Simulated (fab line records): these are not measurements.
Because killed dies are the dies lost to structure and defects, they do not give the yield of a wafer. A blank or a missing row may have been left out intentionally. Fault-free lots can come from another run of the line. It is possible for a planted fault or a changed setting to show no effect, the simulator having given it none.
Matching of chambers	flow sky130	cmp-02 running SKY_CONTACT_CMP_27: 4 sister chambers
The step polishes, stops on SiO2, t overpolish 15 s, target thk 0 nm. 8 wafers are shown with their chamber, then 11 later ones without.

== WAFERS PAIRED WITH THEIR CHAMBERS ==
wafer	chamber	motor_current_A (A)	head_pressure_psi (psi)
L566.1	3	11.0	3.504
L567.6	2	9.7	3.504
L569.5	1	10.0	3.488
L569.6	0	11.7	3.493
L571.1	0	12.3	3.493
L571.2	2	9.8	3.499
L571.3	1	10.5	3.495
L575.1	3	10.6	3.501

== WAFERS WITH NO CHAMBER GIVEN ==
wafer	motor_current_A (A)	head_pressure_psi (psi)
L575.3	10.5	3.495
L575.6	9.9	3.497
L580.3	10.3	3.496
L580.4	9.7	3.499
L580.5	11.7	3.497
L581.1	11.3	3.504
L581.4	9.8	3.498
L581.5	10.8	3.498
L582.3	10.6	3.490
L582.4	9.8	3.492
L582.5	9.4	3.492

== EACH ONE'S CHAMBER ==
wafer	from the rows above	in truth
L575.3	can't be placed: 1 or 3 or 2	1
L575.6	can't be placed: 2 or 1 or 3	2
L580.3	can't be placed: 1 or 2 or 3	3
L580.4	2	2
L580.5	can't be placed: 0 or 3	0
L581.1	3	3
L581.4	can't be placed: 2 or 1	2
L581.5	can't be placed: 3 or 1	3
L582.3	1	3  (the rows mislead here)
L582.4	can't be placed: 1 or 2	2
L582.5	can't be placed: 1 or 2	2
Correctly placed: 2 of 11. These rows do not allow placing 8 (true chamber among the candidates in 8). Number placed wrongly: 1.
How it was worked out, from the rows above alone: a wafer's distance from a chamber is the root of the sum, over the readings, of the square of ((its reading less the chamber's mean) divided by the reading's scatter). If the next closest chamber is less than 2 further off than the closest, the wafer can't be placed; otherwise it belongs to the closest. Each chamber's mean is taken over the wafers shown for it. How the scatter is found: for the shown wafers, subtract from each reading the mean of its chamber, square and add these, divide the total by (wafers less chambers), then take the root.
